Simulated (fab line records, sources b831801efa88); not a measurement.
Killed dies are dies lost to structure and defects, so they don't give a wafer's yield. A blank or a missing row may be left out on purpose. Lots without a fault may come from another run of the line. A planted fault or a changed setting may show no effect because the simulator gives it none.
fab line records | flow sky130
record lots=11 wafers=33 last_day=50
route steps=708 shown VIA3@596 METAL4@633 VIA4@639 METAL5@661 PAD_OPEN@708
lots that met no fault: from a run of the same line without faults
start_h: hours from the record's first day to the start of the lot's first wafer shown | wait_h: hours since the lot's step before | " the same as in the row above | L1.1+2: a row that stands for several wafers | - no value, or no start given | * or withheld: withheld | < > ~ a bound
route shown NAME@n: a module of which the file shows steps, and the number in the route of the first | usual: mean/standard deviation of fault-free wafers | same: alike in all rows | chamber/n: place in a boat | sites: the reading at each site | _std_site: their standard deviation | _edge_site: outer sites' mean less inner sites' | radius_mm: how far each site lies from the wafer's centre | mask NAME#n: copy n | behind: the tool/chamber that last shaped the wafer | hold: why the lot was held/for how many hours/how that ended | device: the transistor (n, p or np) that didn't switch | end of line: the same wafers' tests at the end of the route | a step without rows: its recipe alone | killed: dies lost to structure and defects at the first sort, not the wafer's yield | map: a wafer's dies, x killed, . not, _ none there
set.NAME: the setting as run; set.NAME@STEP: as run at that earlier step | model.NAME: the simulator's own value behind a step, which no gauge read
steps of the route over a sample of lots; a table a step, a row a wafer
services: from which hour (start_h, from the record's first day; less than 0 if before it) a tool's chamber was out of use, for how many hours, and why
## steps
# step SKY_VIA3_THK_MEAS_23
# recipe thk_meas_gauge=xrf reads=W_of_VIA3_CVD_21
# usual VIA3_W_THK=385/8.5
# columns lot.wafer tool chamber start_h wait_h VIA3_W_THK[nm]
L888.2 film_metro-03 - 927.97 0.1 373
L888.3 " - " " 372
L888.4 " - " " 375
L889.3 film_metro-01 - 932.65 0.1 396
L889.5 " - " " 387
L889.6 " - " " 397
L890.3 film_metro-01 - 938.34 0.1 387
L890.4 " - " " 380
L890.6 " - " " 389
L893.1 film_metro-01 - 975.72 0.1 389
L893.2 " - " " 386
L893.4 " - " " 383
L892.1 film_metro-03 - 981.56 0.1 380
L892.4 " - " " 383
L892.6 " - " " 381
L891.2 film_metro-04 - 982.08 0.1 388
L891.3 " - " " 391
L891.6 " - " " 405
L894.2 film_metro-03 - 987.54 0.1 387
L894.3 " - " " 379
L894.4 " - " " 385
L896.2 film_metro-01 - 987.78 0.1 377
L896.4 " - " " 388
L896.5 " - " " 380
L903.2 film_metro-03 - 1024.67 0.1 401
L903.4 " - " " 400
L903.6 " - " " 396
L909.1 film_metro-01 - 1063.13 0.1 382
L909.2 " - " " 381
L909.3 " - " " 378
L910.1 film_metro-04 - 1073.79 0.1 384
L910.2 " - " " 387
L910.5 " - " " 379
# step SKY_METAL4_ETCH_17
# recipe target=SiO2 stop_on=TiN chemistry=C4F8/O2/Ar source_w=1500 bias_w=1200 pressure_mtorr=40 c4f8_flow_sccm=withheld O2_flow_sccm=6 Ar_flow_sccm=300 time_s=3.9 target_depth_a=150
# usual oes_product_au=0.753/0.0082 rf_fwd_power_W=1468/7.4
# columns lot.wafer tool chamber start_h wait_h oes_product_au rf_fwd_power_W rf_hours_counter_h
L888.2 rie_diel-01 1 976.54 0.1 0.752 1466 10
L888.3 " 2 " " 0.742 1480 22
L888.4 " 0 " " 0.764 1463 4
L889.3 rie_diel-02 1 982.74 0.0 0.755 1471 10
L889.5 " 3 " " 0.760 1463 -
L889.6 " 2 " " 0.754 1473 -
L890.3 rie_diel-01 1 986.99 0.0 0.758 1453 10
L890.4 " 0 " " 0.763 1461 4
L890.6 " 0 " " 0.754 1464 -
L893.1 rie_diel-04 3 1024.84 0.1 0.761 1464 8
L893.2 " 2 " " 0.749 1462 7
L893.4 " 0 " " 0.754 1472 19
L892.1 rie_diel-04 3 1029.60 0.1 0.749 1457 8
L892.4 " 1 " " 0.751 1461 9
L892.6 " 2 " " 0.758 1461 -
L891.2 rie_diel-02 1 1030.30 0.1 0.742 1483 11
L891.3 " 3 " " 0.752 1468 17
L891.6 " 3 " " 0.761 1466 -
L894.2 rie_diel-02 3 1035.24 0.1 0.748 1459 18
L894.3 " 0 " " 0.742 1476 19
L894.4 " 2 " " 0.752 1478 3
L896.2 rie_diel-04 1 1036.19 0.1 0.752 1464 9
L896.4 " 2 " " 0.753 1461 7
L896.5 " 1 " " 0.754 1462 -
L903.2 rie_diel-04 1 1069.99 0.1 0.745 1466 10
L903.4 " 0 " " 0.746 1463 21
L903.6 " 1 " " 0.767 1468 -
L909.1 rie_diel-01 2 1105.84 0.1 0.747 1478 26
L909.2 " 0 " " 0.756 1469 8
L909.3 " 1 " " 0.748 1472 14
L910.1 rie_diel-01 0 1115.88 0.2 0.757 1469 8
L910.2 " 3 " " 0.754 1457 0
L910.5 " 0 " " 0.758 1464 -
# step SKY_VIA4_HDPCVD_00
# recipe material=SiO2 target_thk_nm=1750 sigma_open_frac=0.3 time_s=291.7 temp_c=400 sih4_flow_sccm=60 pressure_mtorr=6
# usual run_length_s=319.2/0.58
# columns lot.wafer tool chamber start_h wait_h run_length_s
L888.2 hdpcvd-01 0 977.33 0.0 320.3
L888.3 " 1 " " 319.2
L888.4 " 0 " " 320.2
L889.3 hdpcvd-02 1 983.54 0.0 319.0
L889.5 " 1 " " 318.4
L889.6 " 0 " " 319.0
L890.3 hdpcvd-01 1 987.78 0.0 319.0
L890.4 " 1 " " 319.6
L890.6 " 2 " " 318.8
L893.1 hdpcvd-01 2 1025.64 0.0 318.5
L893.2 " 1 " " 319.2
L893.4 " 0 " " 320.4
L892.1 hdpcvd-02 0 1030.40 0.0 319.0
L892.4 " 0 " " 319.5
L892.6 " 1 " " 319.2
L891.2 hdpcvd-02 0 1031.10 0.0 319.3
L891.3 " 1 " " 318.6
L891.6 " 0 " " 319.0
L894.2 hdpcvd-02 1 1036.04 0.0 274.2
L894.3 " 2 " " 274.0
L894.4 " 1 " " 273.2
L896.2 hdpcvd-02 2 1037.02 0.0 274.0
L896.4 " 1 " " 273.2
L896.5 " 2 " " 274.0
L903.2 hdpcvd-01 0 1070.78 0.0 320.3
L903.4 " 2 " " 318.6
L903.6 " 1 " " 318.9
L909.1 hdpcvd-01 0 1106.82 0.0 320.4
L909.2 " 2 " " 318.4
L909.3 " 1 " " 319.2
L910.1 hdpcvd-01 2 1116.71 0.0 318.5
L910.2 " 0 " " 320.7
L910.5 " 2 " " 318.5
# step SKY_VIA4_THK_MEAS_01
# recipe reads=SiO2_of_VIA4_HDPCVD_00
# usual VIA4_HDPCVD_THK=1736/21
# columns lot.wafer tool chamber start_h wait_h VIA4_HDPCVD_THK[nm]
L888.2 film_metro-02 - 977.52 0.1 1731
L888.3 " - " " 1723
L888.4 " - " " 1726
L889.3 film_metro-02 - 983.74 0.1 1728
L889.5 " - " " 1705
L889.6 " - " " 1729
L890.3 film_metro-03 - 987.98 0.1 1709
L890.4 " - " " 1734
L890.6 " - " " 1744
L893.1 film_metro-04 - 1025.82 0.1 1715
L893.2 " - " " 1699
L893.4 " - " " 1737
L892.1 film_metro-04 - 1030.58 0.1 1751
L892.4 " - " " 1747
L892.6 " - " " 1725
L891.2 film_metro-02 - 1031.29 0.1 1770
L891.3 " - " " 1737
L891.6 " - " " 1742
L894.2 film_metro-04 - 1036.23 0.1 1493
L894.3 " - " " 1488
L894.4 " - " " 1472
L896.2 film_metro-03 - 1037.21 0.1 1458
L896.4 " - " " 1440
L896.5 " - " " 1469
L903.2 film_metro-02 - 1070.97 0.1 1736
L903.4 " - " " 1774
L903.6 " - " " 1731
L909.1 film_metro-02 - 1107.00 0.1 1723
L909.2 " - " " 1769
L909.3 " - " " 1744
L910.1 film_metro-02 - 1116.89 0.1 1774
L910.2 " - " " 1733
L910.5 " - " " 1780
# step SKY_METAL5_SPUTTER_00
# recipe material=Ti target_thk_nm=15 power_w=3000 time_s=10 chamber_pressure_pa=0.4
# usual throttle_valve_pct=30.1/1.1
# columns lot.wafer tool chamber start_h wait_h throttle_valve_pct
L888.2 pvd_sputter-02 - 1002.41 0.1 30.9
L888.3 " - " " 31.8
L888.4 " - " " 31.1
L889.3 pvd_sputter-04 - 1008.97 0.1 31.5
L889.5 " - " " 29.7
L889.6 " - " " 31.6
L890.3 pvd_sputter-03 - 1012.33 0.2 29.4
L890.4 " - " " 29.0
L890.6 " - " " 28.9
L893.1 pvd_sputter-03 - 1049.02 0.1 28.5
L893.2 " - " " 29.0
L893.4 " - " " 31.0
L892.1 pvd_sputter-03 - 1053.63 0.1 28.3
L892.4 " - " " 29.3
L892.6 " - " " 28.5
L891.2 pvd_sputter-04 - 1054.27 0.2 29.5
L891.3 " - " " 30.2
L891.6 " - " " 31.4
L894.2 pvd_sputter-03 - 1059.35 0.2 29.0
L894.3 " - " " 31.2
L894.4 " - " " 28.4
L896.2 pvd_sputter-02 - 1060.77 0.1 31.0
L896.4 " - " " 30.8
L896.5 " - " " 31.1
L903.2 pvd_sputter-02 - 1092.81 0.2 29.5
L903.4 " - " " 32.0
L903.6 " - " " 31.8
L909.1 pvd_sputter-03 - 1128.72 0.2 30.9
L909.2 " - " " 28.9
L909.3 " - " " 29.5
L910.1 pvd_sputter-04 - 1138.06 0.1 29.5
L910.2 " - " " 29.9
L910.5 " - " " 29.2
# step SKY_PAD_OPEN_PROBE_99
# usual defect_limited_yield=82.8/1.9 killed_at_M0_to_M3=43/7.5 killed_at_M4_up=2.8/1.8 killed_at_contacts=24/5.3 killed_at_front_end=14/4.2 killed_at_other=0.3/0.54 killed_dies=84/9.4 killed_open=46/7.1 killed_short=38/6.6 sort_bin_3_pad_short=0.8/0.42 sort_bin_5_function=10.1/1.4 sort_bin_6_memory=6.2/1.1 sort_n_pass=408/9.4 sort_yield_pct=82.8/1.9
# same gross_dies=492 killed_at_back_side=0 sort_bin_4_leakage[%]=0 sort_bin_8_speed[%]=0
# columns lot.wafer tool chamber start_h wait_h defect_limited_yield[%] killed_at_M0_to_M3 killed_at_M4_up killed_at_contacts killed_at_front_end killed_at_other killed_dies killed_open killed_short sort_bin_3_pad_short[%] sort_bin_5_function[%] sort_bin_6_memory[%] sort_n_pass sort_yield_pct[%]
L888.2 prober-01 - 1072.43 0.1 82.7 46 4 17 18 0 85 48 36 1.2 10.8 5.3 407 82.7
L888.3 prober-01 - 1072.48 0.2 83.7 40 2 24 14 0 80 44 36 0.4 10.4 5.5 412 83.7
L888.4 prober-01 - 1072.53 0.2 84.6 42 3 17 14 0 76 40 36 0.6 9.3 5.5 416 84.6
L891.2 prober-02 - 1120.51 0.1 83.1 47 3 18 15 0 83 48 35 0.2 12.4 4.3 409 83.1
L891.3 prober-02 - 1120.56 0.2 85.8 33 0 19 18 0 70 41 29 0.2 8.7 5.3 422 85.8
L891.6 prober-02 - 1120.71 0.2 80.5 54 5 23 14 0 96 56 40 0.4 9.8 9.3 396 80.5
L903.2 prober-01 - 1154.70 0.1 81.1 54 6 19 14 0 93 50 43 0.4 11.2 7.3 399 81.1
L903.4 prober-01 - 1154.80 0.2 84.8 36 1 20 17 1 75 43 31 0.4 8.5 6.3 417 84.8
L903.6 prober-01 - 1154.90 0.2 80.5 47 5 21 22 1 96 45 48 0.6 11.6 7.3 396 80.5
L910.1 prober-01 - 1192.31 0.1 80.7 47 4 26 17 1 95 57 38 1.2 11.0 7.1 397 80.7
L910.2 prober-01 - 1192.36 0.1 81.7 54 5 21 10 0 90 52 38 1.2 9.1 7.9 402 81.7
L910.5 prober-01 - 1192.51 0.2 81.1 50 4 27 12 0 93 51 42 1.0 10.4 7.5 399 81.1
# killed by level:class
L888.2 VIA1:geometric_particle:open=12 VIA3:geometric_particle:open=7 CONTACT:geometric_particle:open=6 VIA2:geometric_particle:open=6 METAL1:geometric_particle:short=5 POLY_GATE:geometric_particle:open=4 LI_CONTACT:geometric_particle:open=4 VIA1:geometric_particle:short=4
L888.3 CONTACT:geometric_particle:open=9 VIA1:geometric_particle:open=9 POLY_GATE:geometric_particle:short=7 LI_CONTACT:geometric_particle:open=7 VIA2:geometric_particle:open=6 VIA1:geometric_particle:short=6 CONTACT:geometric_particle:short=5 METAL2:geometric_particle:short=4
L888.4 VIA1:geometric_particle:open=8 VIA3:geometric_particle:open=8 LI_CONTACT:geometric_particle:open=6 VIA2:geometric_particle:open=6 METAL1:geometric_particle:short=5 METAL2:geometric_particle:short=5 FIELD_ISO:geometric_particle:open=4 LOCAL_INTERCONNECT:geometric_particle:short=4
L891.2 VIA1:geometric_particle:open=15 CONTACT:geometric_particle:open=9 VIA1:geometric_particle:short=7 FIELD_ISO:geometric_particle:open=5 VIA2:geometric_particle:short=5 VIA3:geometric_particle:open=5 LI_CONTACT:geometric_particle:open=4 METAL2:geometric_particle:short=4
L891.3 VIA1:geometric_particle:open=9 FIELD_ISO:geometric_particle:open=7 LI_CONTACT:geometric_particle:open=7 CONTACT:geometric_particle:short=6 VIA2:geometric_particle:open=5 METAL2:geometric_particle:short=5 POLY_GATE:geometric_particle:open=4 METAL1:geometric_particle:short=4
L891.6 VIA1:geometric_particle:open=13 CONTACT:geometric_particle:open=10 LI_CONTACT:geometric_particle:open=8 VIA2:geometric_particle:open=8 METAL1:geometric_particle:short=8 VIA1:geometric_particle:short=5 VIA2:geometric_particle:short=5 VIA3:geometric_particle:open=5
L903.2 VIA1:geometric_particle:open=12 VIA3:geometric_particle:open=8 VIA1:geometric_particle:short=6 CONTACT:geometric_particle:open=6 VIA2:geometric_particle:open=6 VIA2:geometric_particle:short=6 LI_CONTACT:geometric_particle:open=5 METAL2:geometric_particle:short=5
L903.4 VIA1:geometric_particle:open=12 METAL1:geometric_particle:short=8 CONTACT:geometric_particle:open=7 LI_CONTACT:geometric_particle:open=6 FIELD_ISO:geometric_particle:open=5 CONTACT:geometric_particle:short=4 FIELD_ISO:geometric_particle:short=3 METAL2:geometric_particle:short=3
L903.6 METAL1:geometric_particle:short=14 CONTACT:geometric_particle:open=9 VIA1:geometric_particle:open=9 VIA2:geometric_particle:open=8 FIELD_ISO:geometric_particle:open=7 METAL2:geometric_particle:short=5 VIA3:geometric_particle:open=5 FIELD_ISO:geometric_particle:short=4
L910.1 VIA1:geometric_particle:open=17 CONTACT:geometric_particle:open=10 CONTACT:geometric_particle:short=7 VIA2:geometric_particle:open=7 FIELD_ISO:geometric_particle:open=6 VIA3:geometric_particle:open=6 LOCAL_INTERCONNECT:geometric_particle:short=4 METAL2:geometric_particle:short=4
L910.2 VIA1:geometric_particle:open=16 LI_CONTACT:geometric_particle:open=7 METAL2:geometric_particle:short=6 VIA3:geometric_particle:open=6 METAL1:geometric_particle:short=5 VIA1:geometric_particle:short=5 VIA2:geometric_particle:open=5 FIELD_ISO:geometric_particle:open=4
L910.5 VIA1:geometric_particle:open=15 LI_CONTACT:geometric_particle:open=9 CONTACT:geometric_particle:open=7 LOCAL_INTERCONNECT:geometric_particle:short=5 METAL2:geometric_particle:short=5 VIA3:geometric_particle:short=5 VIA3:geometric_particle:open=5 FIELD_ISO:geometric_particle:short=4
## services
# columns tool chamber start_h hours kind
hdpcvd-02 0 965.25 - clean
hdpcvd-02 1 965.25 - clean
hdpcvd-02 2 965.25 - clean
pvd_sputter-04 - 972.43 3.3 repair
rie_diel-04 0 993.67 7.4 repair
pvd_sputter-03 - 1031.46 3.3 repair
rie_diel-01 - 1037.52 2.8 pm
rie_diel-02 0 1039.28 1.9 repair
hdpcvd-02 - 1063.02 0.5 repair
hdpcvd-01 - 1071.46 0.6 repair
pvd_sputter-04 - 1071.87 23.0 repair
pvd_sputter-03 - 1090.15 1.6 repair
rie_diel-01 3 1094.51 - clean
rie_diel-01 3 1094.51 20.4 scheduled_down
rie_diel-01 3 1094.51 20.4 vent_cycle
rie_diel-01 0 1099.23 2.8 repair
pvd_sputter-04 - 1113.19 7.2 repair
pvd_sputter-02 - 1128.42 5.1 repair
pvd_sputter-04 - 1131.02 2.8 repair
pvd_sputter-02 - 1137.59 9.0 repair
## key
first_sign step=SKY_VIA4_HDPCVD_00 reading=run_length_s direction=down sigmas=78 usual=* struck=*
effect step=SKY_VIA4_THK_MEAS_01 reading=VIA4_HDPCVD_THK direction=down sigmas=13 usual=1736 struck=1470
met_at SKY_VIA4_HDPCVD_00
struck_lots L894,L896
rows_end L894.2,L894.3,L894.4,L896.2,L896.4,L896.5
not_acting_at SKY_VIA3_THK_MEAS_23,SKY_METAL4_ETCH_17,SKY_METAL5_SPUTTER_00
onset_between 1031.10 1036.04
fault kind=process_parameter_drift tool=hdpcvd-02 chamber=- onset_h=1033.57 steps=SKY_VIA4_HDPCVD_00 channel=time_s offset=* shape=step acts_in=* stated=*
# rows_end: these wafers met a further fault down the route, and their rows from its step on are left out
